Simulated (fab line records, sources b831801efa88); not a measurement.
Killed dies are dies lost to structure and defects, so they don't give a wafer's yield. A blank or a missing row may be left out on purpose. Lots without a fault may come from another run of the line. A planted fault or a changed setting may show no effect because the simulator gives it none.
fab line records | flow gf180mcu | part 1 of 2: steps 1 to 31 of 41
record lots=5 wafers=15 last_day=36
route steps=602 shown SAB@265 SALICIDE@278 CONTACT@287
lots that met no fault: from a run of the same line without faults
start_h: hours from the record's first day to the start of the lot's first wafer shown | wait_h: hours since the lot's step before | " the same as in the row above | L1.1+2: a row that stands for several wafers | - no value, or no start given | * or withheld: withheld | < > ~ a bound
route shown NAME@n: a module of which the file shows steps, and the number in the route of the first | usual: mean/standard deviation of fault-free wafers | same: alike in all rows | chamber/n: place in a boat | sites: the reading at each site | _std_site: their standard deviation | _edge_site: outer sites' mean less inner sites' | radius_mm: how far each site lies from the wafer's centre | mask NAME#n: copy n | behind: the tool/chamber that last shaped the wafer | hold: why the lot was held/for how many hours/how that ended | device: the transistor (n, p or np) that didn't switch | end of line: the same wafers' tests at the end of the route | a step without rows: its recipe alone | killed: dies lost to structure and defects at the first sort, not the wafer's yield | map: a wafer's dies, x killed, . not, _ none there
set.NAME: the setting as run; set.NAME@STEP: as run at that earlier step | model.NAME: the simulator's own value behind a step, which no gauge read
lots at some steps of the route; a table a step, a row a wafer
services: from which hour (start_h, from the record's first day; less than 0 if before it) a tool's chamber was out of use, for how many hours, and why
## steps
# step GF_SAB_THK_MEAS_01
# recipe reads=SiO2_of_SAB_CVD_00
# usual SAB_CVD_00_THK=50.3/0.8
# columns lot.wafer tool chamber start_h wait_h SAB_CVD_00_THK[nm]
L074.2 film_metro-03 - 357.03 0.0 50.4
L074.5 " - " " 50.2
L074.6 " - " " 51.1
L089.3 film_metro-02 - 479.33 0.1 50.0
L089.5 " - " " 52.3
L089.6 " - " " 50.6
L093.1 film_metro-01 - 511.12 0.0 49.2
L093.4 " - " " 49.9
L093.6 " - " " 51.5
L095.1 film_metro-03 - 525.26 0.0 51.1
L095.3 " - " " 50.6
L095.4 " - " " 51.0
L097.1 film_metro-03 - 535.31 0.0 49.2
L097.2 " - " " 50.0
L097.5 " - " " 50.7
# step GF_SAB_DEHYDRATE_02
# recipe temp_c=200 time_s=60
# usual heater_power_total_W=160.37/0.13
# columns lot.wafer tool chamber start_h wait_h heater_power_total_W
L074.2 litho_track-03 0 368.09 11.0 160.64
L074.5 " 0 " " 160.36
L074.6 " 0 " " 160.40
L089.3 litho_track-03 0 490.86 11.5 160.42
L089.5 " 0 " " 160.27
L089.6 " 0 " " 160.48
L093.1 litho_track-02 0 523.35 12.2 160.25
L093.4 " 0 " " 160.52
L093.6 " 0 " " 160.39
L095.1 litho_track-02 0 536.65 11.4 160.30
L095.3 " 0 " " 160.31
L095.4 " 0 " " 160.32
L097.1 litho_track-03 0 546.56 11.2 160.44
L097.2 " 0 " " 160.35
L097.5 " 0 " " 160.25
# step GF_SAB_HMDS_03
# recipe prime_time_s=60 prime_temp_c=120
# columns lot.wafer tool chamber start_h wait_h
L074.2+5+6 litho_track-03 0 368.24 0.1
L089.3+5+6 litho_track-03 0 491.01 0.1
L093.1+4+6 litho_track-02 0 523.50 0.1
L095.1+3+4 litho_track-02 0 536.80 0.1
L097.1+2+5 litho_track-03 0 546.71 0.1
# step GF_SAB_COAT_04
# recipe resist=NOVOLAK spin_rpm=3000 resist_thk_nm=1000
# columns lot.wafer tool chamber start_h wait_h
L074.2+5+6 litho_track-03 0 368.39 0.1
L089.3+5+6 litho_track-03 0 491.16 0.1
L093.1+4+6 litho_track-02 0 523.65 0.1
L095.1+3+4 litho_track-02 0 536.95 0.1
L097.1+2+5 litho_track-03 0 546.86 0.1
# step GF_SAB_SOFTBAKE_05
# recipe temp_c=90 time_s=60 resist=NOVOLAK
# usual heater_power_total_W=56.60/0.045
# columns lot.wafer tool chamber start_h wait_h heater_power_total_W
L074.2 litho_track-03 0 368.54 0.1 56.65
L074.5 " 0 " " 56.54
L074.6 " 0 " " 56.63
L089.3 litho_track-03 0 491.31 0.1 56.59
L089.5 " 0 " " 56.61
L089.6 " 0 " " 56.61
L093.1 litho_track-02 0 523.80 0.1 56.59
L093.4 " 0 " " 56.57
L093.6 " 0 " " 56.60
L095.1 litho_track-02 0 537.10 0.1 56.62
L095.3 " 0 " " 56.57
L095.4 " 0 " " 56.58
L097.1 litho_track-03 0 547.01 0.1 56.67
L097.2 " 0 " " 56.62
L097.5 " 0 " " 56.61
# step GF_SAB_EXPOSE_06
# recipe mask_id=SAB target_cd_nm=420 na=0.6 source_shape=conventional sigma_outer=0.6 dose_mj=140
# columns lot.wafer tool chamber start_h wait_h mask
L074.2+5+6 iline_stepper-02 0 - - SAB#0
L089.3+5+6 iline_stepper-01 0 - - SAB#0
L093.1+4+6 iline_stepper-02 0 - - SAB#0
L095.1+3+4 iline_stepper-02 0 - - SAB#0
L097.1+2+5 iline_stepper-02 0 - - SAB#0
# step GF_SAB_PEB_07
# recipe temp_c=withheld time_s=* resist=NOVOLAK
# columns lot.wafer tool chamber start_h wait_h
L074.2+5+6 litho_track-04 0 - -
L089.3+5+6 litho_track-04 0 - -
L093.1+4+6 litho_track-03 0 - -
L095.1+3+4 litho_track-02 0 - -
L097.1+2+5 litho_track-04 0 - -
# step GF_SAB_DEVELOP_08
# recipe develop_time_s=60 dev_temp_c=23
# columns lot.wafer tool chamber start_h wait_h
L074.2+5+6 litho_track-04 0 380.64 0.1
L089.3+5+6 litho_track-04 0 503.82 0.1
L093.1+4+6 litho_track-03 0 535.01 0.1
L095.1+3+4 litho_track-02 0 549.25 0.1
L097.1+2+5 litho_track-04 0 558.87 0.1
# step GF_SAB_CD_MEAS_09
# recipe target_cd_nm=420
# usual cd_nm=419.8/2
# columns lot.wafer tool chamber start_h wait_h cd_nm
L074.2 cd_sem-01 - 380.79 0.1 416.9
L074.5 " - " " 417.4
L074.6 " - " " 418.0
L089.3 cd_sem-02 - 503.96 0.1 419.3
L089.5 " - " " 419.8
L089.6 " - " " 420.3
L093.1 cd_sem-02 - 535.16 0.1 421.6
L093.4 " - " " 420.7
L093.6 " - " " 421.6
L095.1 cd_sem-01 - 549.40 0.1 421.9
L095.3 " - " " 422.3
L095.4 " - " " 420.7
L097.1 cd_sem-01 - 559.02 0.1 419.5
L097.2 " - " " 420.0
L097.5 " - " " 419.9
# step GF_SAB_OVL_MEAS_10
# usual SAB_OVL=-0.1/1.3
# columns lot.wafer tool chamber start_h wait_h SAB_OVL[nm]
L074.2 overlay-02 - 380.90 0.1 -1.3
L074.5 " - " " -1.3
L074.6 " - " " -0.9
L089.3 overlay-02 - 504.05 0.1 -1.3
L089.5 " - " " -1.6
L089.6 " - " " -1.3
L093.1 overlay-01 - 535.28 0.1 0.7
L093.4 " - " " 0.3
L093.6 " - " " 2.7
L095.1 overlay-01 - 549.52 0.1 2.7
L095.3 " - " " 0.9
L095.4 " - " " 1.0
L097.1 overlay-02 - 559.14 0.1 -2.0
L097.2 " - " " 0.0
L097.5 " - " " -2.3
# step GF_SAB_ETCH_11
# recipe chemistry=C4F8/O2/Ar mask_material=NOVOLAK target=SiO2 target_depth_nm=55 source_w=1500 bias_w=1200 pressure_mtorr=40 c4f8_flow_sccm=withheld O2_flow_sccm=6 Ar_flow_sccm=300 time_s=8.5
# usual oes_product_au=1.001/0.01
# columns lot.wafer tool chamber start_h wait_h oes_product_au rf_hours_counter_h
L074.2 rie_diel-03 2 380.93 0.0 1.006 9
L074.5 " 1 " " 1.005 -
L074.6 " 2 " " 1.002 -
L089.3 rie_diel-03 1 504.07 0.0 1.009 50
L089.5 " 2 " " 1.009 -
L089.6 " 3 " " 0.997 -
L093.1 rie_diel-01 0 535.32 0.0 0.992 15
L093.4 " 0 " " 1.000 -
L093.6 " 2 " " 1.020 -
L095.1 rie_diel-03 1 549.56 0.0 1.015 51
L095.3 " 0 " " 1.010 16
L095.4 " 3 " " 0.995 17
L097.1 rie_diel-03 0 559.17 0.0 0.999 16
L097.2 " 2 " " 1.007 13
L097.5 " 3 " " 0.992 -
# step GF_SAB_WET_ETCH_12
# recipe chemistry=dHF target_depth_nm=22 dry=n2_spin target=SiO2 temp_c=25 dilution=100:1 time_s=440
# columns lot.wafer tool chamber start_h wait_h
L074.2+5+6 wet_bench-04 2 380.95 0.0
L089.3+5+6 wet_bench-01 3 504.10 0.0
L093.1+4+6 wet_bench-04 2 535.34 0.0
L095.1+3+4 wet_bench-01 2 549.58 0.0
L097.1+2+5 wet_bench-04 2 559.19 0.0
# step GF_SAB_STRIP_13
# recipe chemistry=O2/N2 power_w=1400 pressure_mtorr=1500 platen_temp_c=250 o2_flow_sccm=3000 n2_flow_sccm=300 overash_fraction=0.5
# usual drypump_motor_current_A=5.5/0.38 heater_power_w=370/54 oes_product_au=0.710/0.0049 strip_time_to_endpoint_s=12.62/0.034
# columns lot.wafer tool chamber start_h wait_h drypump_motor_current_A heater_power_w oes_product_au rf_hours_counter_h strip_time_to_endpoint_s
L074.2 plasma_asher-01 0 381.09 0.0 5.5 396 0.713 59 12.62
L074.5 " 0 " " 5.5 392 0.713 - 12.60
L074.6 " 1 " " 5.7 459 0.714 - 12.59
L089.3 plasma_asher-02 0 504.26 0.0 5.1 297 0.708 - 12.59
L089.5 " 1 " " 5.8 370 0.703 - 12.59
L089.6 " 0 " " 5.1 296 0.707 - 12.58
L093.1 plasma_asher-04 1 535.47 0.0 6.0 431 0.714 49 12.61
L093.4 " 0 " " 5.0 327 0.701 - 12.63
L093.6 " 0 " " 5.0 335 0.708 - 12.61
L095.1 plasma_asher-02 0 549.71 0.0 5.1 302 0.714 89 12.64
L095.3 " 0 " " 5.1 308 0.701 - 12.58
L095.4 " 1 " " 5.9 357 0.703 - 12.61
L097.1 plasma_asher-04 1 559.33 0.0 6.0 441 0.710 51 12.63
L097.2 " 0 " " 5.0 341 0.706 51 12.63
L097.5 " 0 " " 5.0 337 0.710 - 12.61
# step GF_SALICIDE_CLEAN_00
# recipe chemistry=SC1/SC2 mix=1:4:20 temp_c=70 time_s=150
# columns lot.wafer tool chamber start_h wait_h
L074.2+5+6 wet_bench-03 0 381.19 0.1
L089.3+5+6 wet_bench-03 0 504.33 0.0
L093.1+4+6 wet_bench-03 0 535.57 0.1
L095.1+3+4 wet_bench-03 2 549.81 0.1
L097.1+2+5 wet_bench-04 0 559.43 0.1
# step GF_SALICIDE_WET_ETCH_01
# recipe chemistry=dHF target_depth_nm=5 dry=ipa_marangoni target=SiO2 temp_c=25 dilution=100:1 time_s=100
# columns lot.wafer tool chamber start_h wait_h
L074.2+5+6 wet_bench-02 0 381.24 0.0
L089.3+5+6 wet_bench-04 2 504.38 0.0
L093.1+4+6 wet_bench-04 3 535.62 0.0
L095.1+3+4 wet_bench-04 3 549.87 0.0
L097.1+2+5 wet_bench-03 2 559.48 0.0
# step GF_SALICIDE_SPUTTER_02
# recipe material=Co target_thk_nm=10 power_w=1000 time_s=20 chamber_pressure_pa=0.4
# usual throttle_valve_pct=29.7/1.1
# columns lot.wafer tool chamber start_h wait_h throttle_valve_pct
L074.2 pvd_sputter-04 - 381.28 0.0 32.1
L074.5 " - " " 28.6
L074.6 " - " " 32.2
L089.3 pvd_sputter-01 - 504.41 0.0 30.5
L089.5 " - " " 30.4
L089.6 " - " " 30.0
L093.1 pvd_sputter-03 - 535.65 0.0 27.8
L093.4 " - " " 29.9
L093.6 " - " " 29.7
L095.1 pvd_sputter-01 - 549.90 0.0 30.5
L095.3 " - " " 29.9
L095.4 " - " " 28.9
L097.1 pvd_sputter-04 - 559.51 0.0 28.6
L097.2 " - " " 30.9
L097.5 " - " " 28.4
# step GF_SALICIDE_SPUTTER_03
# recipe material=TiN target_thk_nm=20 power_w=6715 time_s=16.7 chamber_pressure_pa=0.4
# usual throttle_valve_pct=29.7/1.1
# columns lot.wafer tool chamber start_h wait_h throttle_valve_pct
L074.2 pvd_sputter-04 - 381.30 0.0 32.1
L074.5 " - " " 28.7
L074.6 " - " " 32.0
L089.3 pvd_sputter-01 - 504.44 0.0 30.3
L089.5 " - " " 30.7
L089.6 " - " " 30.1
L093.1 pvd_sputter-03 - 535.68 0.0 27.7
L093.4 " - " " 29.7
L093.6 " - " " 29.2
L095.1 pvd_sputter-01 - 549.93 0.0 30.6
L095.3 " - " " 29.8
L095.4 " - " " 28.9
L097.1 pvd_sputter-04 - 559.54 0.0 28.5
L097.2 " - " " 31.1
L097.5 " - " " 28.7
# step GF_SALICIDE_RS_MEAS_04
# recipe thk_meas_gauge=four-point-probe reads=TiN_of_SALICIDE_SPUTTER_03+Co_of_SALICIDE_SPUTTER_02
# usual SALICIDE_TIN_RS=16.0/0.4
# columns lot.wafer tool chamber start_h wait_h SALICIDE_TIN_RS[ohm/sq]
L074.2 film_metro-04 - 381.35 0.0 15.5
L074.5 " - " " 15.7
L074.6 " - " " 15.5
L089.3 film_metro-04 - 504.51 0.1 15.9
L089.5 " - " " 16.3
L089.6 " - " " 16.2
L093.1 film_metro-04 - 535.71 0.0 15.4
L093.4 " - " " 15.4
L093.6 " - " " 15.4
L095.1 film_metro-03 - 549.96 0.0 16.6
L095.3 " - " " 16.3
L095.4 " - " " 16.7
L097.1 film_metro-04 - 559.57 0.0 15.6
L097.2 " - " " 15.9
L097.5 " - " " 15.8
# step GF_SALICIDE_THK_MEAS_05
# recipe thk_meas_gauge=xrf reads=TiN_of_SALICIDE_SPUTTER_03
# usual SALICIDE_TIN_THK=20.86/0.3
# columns lot.wafer tool chamber start_h wait_h SALICIDE_TIN_THK[nm]
L074.2 film_metro-04 - 381.46 0.1 20.72
L074.5 " - " " 20.46
L074.6 " - " " 20.82
L089.3 film_metro-04 - 504.61 0.1 20.28
L089.5 " - " " 20.86
L089.6 " - " " 20.08
L093.1 film_metro-04 - 535.83 0.1 20.94
L093.4 " - " " 21.20
L093.6 " - " " 20.99
L095.1 film_metro-03 - 550.08 0.1 20.69
L095.3 " - " " 20.45
L095.4 " - " " 20.48
L097.1 film_metro-04 - 559.69 0.1 20.21
L097.2 " - " " 20.74
L097.5 " - " " 20.46
# step GF_SALICIDE_RTA_06
# recipe temp_c=530 time_s=30 ambient=N2
# usual wafer_temp_C_max=532.5/0.71
# same lamp_power_pct=5.7
# columns lot.wafer tool chamber start_h wait_h wafer_temp_C_max
L074.2 rtp_anneal-01 0 381.53 0.1 532.5
L074.5 " 0 " " 532.1
L074.6 " 0 " " 531.9
L089.3 rtp_anneal-01 0 504.68 0.1 532.0
L089.5 " 0 " " 532.2
L089.6 " 0 " " 532.1
L093.1 rtp_anneal-01 0 535.89 0.1 531.8
L093.4 " 0 " " 531.4
L093.6 " 0 " " 532.1
L095.1 rtp_anneal-01 0 550.14 0.1 531.4
L095.3 " 0 " " 531.6
L095.4 " 0 " " 532.0
L097.1 rtp_anneal-01 0 559.75 0.1 531.5
L097.2 " 0 " " 532.2
L097.5 " 0 " " 532.4
# step GF_SALICIDE_WET_ETCH_07
# recipe chemistry=SPM target_depth_nm=120 dry=n2_spin
# columns lot.wafer tool chamber start_h wait_h
L074.2+5+6 wet_bench-04 2 381.61 0.1
L089.3+5+6 wet_bench-04 3 504.75 0.1
L093.1+4+6 wet_bench-03 0 535.99 0.1
L095.1+3+4 wet_bench-03 2 550.34 0.2
L097.1+2+5 wet_bench-02 0 559.85 0.1
# step GF_SALICIDE_RTA_08
# recipe temp_c=800 time_s=30 ambient=N2
# usual lamp_power_pct=17.4/1.4 wafer_temp_C_max=804.0/0.99
# columns lot.wafer tool chamber start_h wait_h lamp_power_pct wafer_temp_C_max
L074.2 rtp_anneal-02 0 381.73 0.0 18.5 803.6
L074.5 " 0 " " 18.6 804.7
L074.6 " 0 " " 18.6 805.8
L089.3 rtp_anneal-02 0 504.87 0.0 18.5 802.5
L089.5 " 0 " " 18.5 803.2
L089.6 " 0 " " 18.6 802.9
L093.1 rtp_anneal-02 0 536.08 0.0 18.5 804.1
L093.4 " 0 " " 18.6 803.8
L093.6 " 0 " " 18.6 806.1
L095.1 rtp_anneal-02 0 550.44 0.0 18.6 806.0
L095.3 " 0 " " 18.6 805.0
L095.4 " 0 " " 18.6 805.3
L097.1 rtp_anneal-01 0 559.95 0.0 15.8 803.5
L097.2 " 0 " " 15.8 803.3
L097.5 " 0 " " 15.8 803.1
# step GF_CONTACT_CVD_00
# recipe material=SiO2 target_thk_nm=300 sigma_open_frac=0.3 temp_c=400 time_s=50 sih4_flow_sccm=60 pressure_mtorr=6
# columns lot.wafer tool chamber start_h wait_h
L074.2+5+6 hdpcvd-02 0,0,1 381.81 0.1
L089.3+5+6 hdpcvd-02 2,1,2 504.94 0.1
L093.1+4+6 hdpcvd-02 0,0,1 536.18 0.1
L095.1+3+4 hdpcvd-01 0,1,0 550.54 0.1
L097.1+2+5 hdpcvd-01 0,1,1 560.05 0.1
# step GF_CONTACT_THK_MEAS_01
# recipe reads=SiO2_of_CONTACT_CVD_00
# usual CONTACT_CVD_00_THK=301/4.6
# columns lot.wafer tool chamber start_h wait_h CONTACT_CVD_00_THK[nm]
L074.2 film_metro-02 - 381.86 0.0 301
L074.5 " - " " 303
L074.6 " - " " 299
L089.3 film_metro-04 - 505.00 0.0 304
L089.5 " - " " 296
L089.6 " - " " 303
L093.1 film_metro-03 - 536.22 0.0 302
L093.4 " - " " 297
L093.6 " - " " 303
L095.1 film_metro-03 - 550.68 0.1 311
L095.3 " - " " 300
L095.4 " - " " 308
L097.1 film_metro-04 - 560.12 0.0 298
L097.2 " - " " 290
L097.5 " - " " 294
# step GF_CONTACT_CVD_02
# recipe material=SiO2 target_thk_nm=860 precursor=TEOS temp_c=400 time_s=95.992 rf_w=600
# usual heater_power_w=708/73
# columns lot.wafer tool chamber start_h wait_h heater_power_w
L074.2 pecvd-03 1 381.91 0.0 704
L074.5 " 1 " " 786
L074.6 " 2 " " 588
L089.3 pecvd-03 0 505.04 0.0 673
L089.5 " 0 " " 701
L089.6 " 1 " " 691
L093.1 pecvd-04 0 536.28 0.1 709
L093.4 " 2 " " 581
L093.6 " 0 " " 754
L095.1 pecvd-04 1 550.74 0.1 822
L095.3 " 2 " " 651
L095.4 " 2 " " 692
L097.1 pecvd-01 1 560.18 0.1 738
L097.2 " 2 " " 601
L097.5 " 2 " " 659
# step GF_CONTACT_THK_MEAS_03
# recipe reads=SiO2_of_CONTACT_CVD_02
# usual CONTACT_CVD_02_THK=862/13
# columns lot.wafer tool chamber start_h wait_h CONTACT_CVD_02_THK[nm]
L074.2 film_metro-04 - 381.99 0.0 844
L074.5 " - " " 864
L074.6 " - " " 855
L089.3 film_metro-04 - 505.13 0.1 853
L089.5 " - " " 874
L089.6 " - " " 877
L093.1 film_metro-04 - 536.35 0.0 850
L093.4 " - " " 865
L093.6 " - " " 859
L095.1 film_metro-03 - 550.81 0.0 841
L095.3 " - " " 850
L095.4 " - " " 865
L097.1 film_metro-04 - 560.25 0.0 867
L097.2 " - " " 856
L097.5 " - " " 871
# step GF_CONTACT_CMP_04
# recipe material=SiO2 down_force_psi=4 platen_rpm=60 pad_velocity_m_s=0.94248
# usual motor_current_A=11.6/0.79 time_to_endpoint_s=112/8.4
# columns lot.wafer tool chamber start_h wait_h motor_current_A time_to_endpoint_s
L074.2 cmp-01 3 382.19 0.2 13.0 110
L074.5 " 0 " " 12.4 107
L074.6 " 1 " " 10.9 108
L089.3 cmp-01 3 505.22 0.1 13.0 121
L089.5 " 2 " " 11.6 124
L089.6 " 3 " " 12.6 132
L093.1 cmp-01 1 536.41 0.1 11.4 105
L093.4 " 2 " " 11.8 120
L093.6 " 1 " " 11.6 110
L095.1 cmp-01 2 550.87 0.1 12.0 107
L095.3 " 3 " " 13.1 117
L095.4 " 1 " " 11.7 113
L097.2 cmp-02 0 560.41 0.1 11.5 108
L097.1 " 1 " " 10.5 116
L097.5 " 3 " " 11.7 111
# step GF_CONTACT_BOW_MEAS_05
# recipe mode=bow
# usual CONTACT_BOW=65/7
# columns lot.wafer tool chamber start_h wait_h CONTACT_BOW[um]
L074.2 film_metro-02 - 382.36 0.1 57
L074.5 " - " " 57
L074.6 " - " " 79
L089.3 film_metro-04 - 505.51 0.2 58
L089.5 " - " " 56
L089.6 " - " " 58
L093.1 film_metro-03 - 536.71 0.2 75
L093.4 " - " " 67
L093.6 " - " " 72
L095.1 film_metro-04 - 551.17 0.2 64
L095.3 " - " " 58
L095.4 " - " " 55
L097.1 film_metro-04 - 560.61 0.1 75
L097.2 " - " " 57
L097.5 " - " " 71
# step GF_CONTACT_DEHYDRATE_06
# recipe temp_c=200 time_s=60
# usual heater_power_total_W=160.37/0.12
# columns lot.wafer tool chamber start_h wait_h heater_power_total_W
L074.2 litho_track-02 0 393.98 11.6 160.45
L074.5 " 0 " " 160.56
L074.6 " 0 " " 160.24
L089.3 litho_track-01 0 517.40 11.9 160.23
L089.5 " 0 " " 160.50
L089.6 " 0 " " 160.39
L093.1 litho_track-01 0 548.65 11.9 160.25
L093.4 " 0 " " 160.16
L093.6 " 0 " " 160.29
L095.1 litho_track-02 0 562.55 11.4 160.47
L095.3 " 0 " " 160.43
L095.4 " 0 " " 160.54
L097.1 litho_track-01 0 571.55 10.9 160.54
L097.2 " 0 " " 160.25
L097.5 " 0 " " 160.30
# step GF_CONTACT_HMDS_07
# recipe prime_time_s=60 prime_temp_c=120
# columns lot.wafer tool chamber start_h wait_h
L074.2+5+6 litho_track-02 0 394.13 0.1
L089.3+5+6 litho_track-01 0 517.55 0.1
L093.1+4+6 litho_track-01 0 548.80 0.1
L095.1+3+4 litho_track-02 0 562.70 0.1
L097.1+2+5 litho_track-01 0 571.70 0.1
# step GF_CONTACT_COAT_08
# recipe resist=BARC temp_c=withheld time_s=withheld spin_rpm=withheld resist_thk_nm=withheld
# columns lot.wafer tool chamber start_h wait_h
L074.2+5+6 litho_track-02 0 394.28 0.1
L089.3+5+6 litho_track-01 0 517.70 0.1
L093.1+4+6 litho_track-01 0 548.95 0.1
L095.1+3+4 litho_track-02 0 562.85 0.1
L097.1+2+5 litho_track-01 0 571.85 0.1
